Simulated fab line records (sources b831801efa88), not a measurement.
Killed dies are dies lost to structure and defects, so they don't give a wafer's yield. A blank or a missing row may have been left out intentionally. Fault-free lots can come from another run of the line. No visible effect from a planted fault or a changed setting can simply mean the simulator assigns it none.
Problem report, 8D (eight disciplines) form, completed by code | flow sky130 | the parts of the form that need people (team, actions taken, sign-off) are left out

1. WHAT WENT WRONG
Mean VT_ADJUST_HVTR_OVL at SKY_VT_ADJUST_HVTR_OVL_MEAS_08: -190.0 nm over 9 wafers in 3 lots; fault-free wafers: 1.1 nm, standard deviation 1.4. That is -99 or more standard deviations from the usual mean.
Earliest sighting: wafer L909.3 on overlay-02 at day 13 10:26. The record has a number at this step for 36 wafers belonging to 12 lots. The rule behind "out" and "out of limits": a value lying over 4 standard deviations away from the usual mean. The other wafers with a number count as sound.

2. WHAT IT IS AND WHAT IT IS NOT
question                    | is                     | is not
which readings at this step | VT_ADJUST_HVTR_OVL     | -
which lots                  | L909, L914, L916       | L900, L902, L904, L905, L906, L908, L910, L917, L918
which wafers of those lots  | all that have a number | -
read on which gauges        | overlay-01, overlay-02 | -
when                        | from day 13 10:26      | up to then (21 sound wafers); but 6 sound wafers of L917, L918 came after

3. THE SUSPECTS, EACH WITH WHAT RULES IT OUT
Counting: a tool at a process step up to the reading stays a suspect if it ran every lot that is out and no sound lot after the first of them.
- the gauge at SKY_VT_ADJUST_HVTR_OVL_MEAS_08 is ruled out. Those wafers that are out were read across 2 gauges (overlay-01, overlay-02).
- ilineStepper-01 at SKY_VT_ADJUST_HVTR_EXPOSE_04 (exposes mask HVTRM, target cd 380 nm): kept. Every lot that is out went through it, starting with L909 (day 12 22:38), and after that it ran no sound lot; the last sound lot it ran before then is L908 (day 12 16:35).
After counting, what remains is ilineStepper-01 at SKY_VT_ADJUST_HVTR_EXPOSE_04.

4. THE CAUSE (what the simulator had put in)
Scanner matching overlay: ilineStepper-01, from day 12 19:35 on, at SKY_VT_ADJUST_HVTR_EXPOSE_04. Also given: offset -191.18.
This tool alone remained once counting was done.

5. THE EFFECT CHAIN, in route order
One row per reading whose mean, taken over the struck wafers that have a number, lies over 3 standard deviations from the usual. Only readings whose record carries a usual standard deviation are examined. hours: median over the lots of the time between each lot's start at the first step of this table that gives one and its start at this step. sigmas: the change, counted in usual standard deviations.
hours | step                           | reading            | usual  | on struck wafers | change | sigmas
0     | SKY_VT_ADJUST_HVTR_OVL_MEAS_08 | VT_ADJUST_HVTR_OVL | 1.1 nm | -190.0           | -191.1 | -99 or more
Later steps that measure or inspect, where all struck wafers having a row at the step show a number for every such reading and not one has moved that far: SKY_GATE_OXIDE_OVL_MEAS_10.

6. WHAT WOULD HAVE CAUGHT IT SOONER
15 hours passed between the start of the fault at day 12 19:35 and the first reading out of limits at a measuring or inspecting step in this record, taken at day 13 10:26.
An alarm limit of 4 standard deviations would not have fired on the tool readings at SKY_VT_ADJUST_HVTR_EXPOSE_04 for which the record gives a usual standard deviation, since none of them was out on any struck wafer.
Lots out: 3; of these, L914, L916 started SKY_VT_ADJUST_HVTR_EXPOSE_04 on ilineStepper-01 after day 13 10:26. A hold on the tool at that time would have spared those 2.
